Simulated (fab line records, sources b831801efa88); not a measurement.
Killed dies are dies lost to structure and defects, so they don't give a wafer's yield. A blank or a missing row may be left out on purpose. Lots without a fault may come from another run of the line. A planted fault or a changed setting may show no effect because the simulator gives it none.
Chamber matching | flow gf180mcu | GF_V2_CVD_02 on pecvd-04: 3 sister chambers
The step deposits SiO2 from TEOS, target thk 850 nm, time 94.851 s. 3 wafers are shown with their chamber, then 9 later ones without.

WAFERS WITH THEIR CHAMBER
wafer  | chamber | heater_power_w (W)
L086.5 | 1       | 568
L089.3 | 0       | 730
L089.6 | 2       | 642

WAFERS WITHOUT THEIR CHAMBER
wafer  | heater_power_w (W)
L092.3 | 581
L092.5 | 627
L092.6 | 651
L094.1 | 506
L094.4 | 731
L094.5 | 554
L097.1 | 685
L097.2 | 557
L097.3 | 694

WHICH CHAMBER EACH WENT THROUGH
wafer  | from the rows above     | in truth
L092.3 | can't be placed: 1 or 2 | 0
L092.5 | can't be placed: 2 or 1 | 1
L092.6 | 2                       | 2
L094.1 | 1                       | 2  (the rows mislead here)
L094.4 | 0                       | 0
L094.5 | 1                       | 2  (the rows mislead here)
L097.1 | can't be placed: 2 or 0 | 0
L097.2 | 1                       | 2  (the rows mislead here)
L097.3 | can't be placed: 0 or 2 | 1
Placed correctly: 2 of 9. Can't be placed from these rows: 4 (the true chamber is among the candidates in 2). Placed wrongly: 3.
How it was worked out, from the rows above alone: a wafer's distance from a chamber is the root of the sum, over the readings, of the square of ((its reading less the chamber's mean) divided by the reading's scatter). The wafer belongs to the nearest chamber; if the next one is less than 2 further off, it can't be placed. A chamber's mean is the mean of its shown wafers. The scatter: with one shown wafer a chamber, the root of the mean of the squares of how far each hidden wafer lies from its nearest shown one.
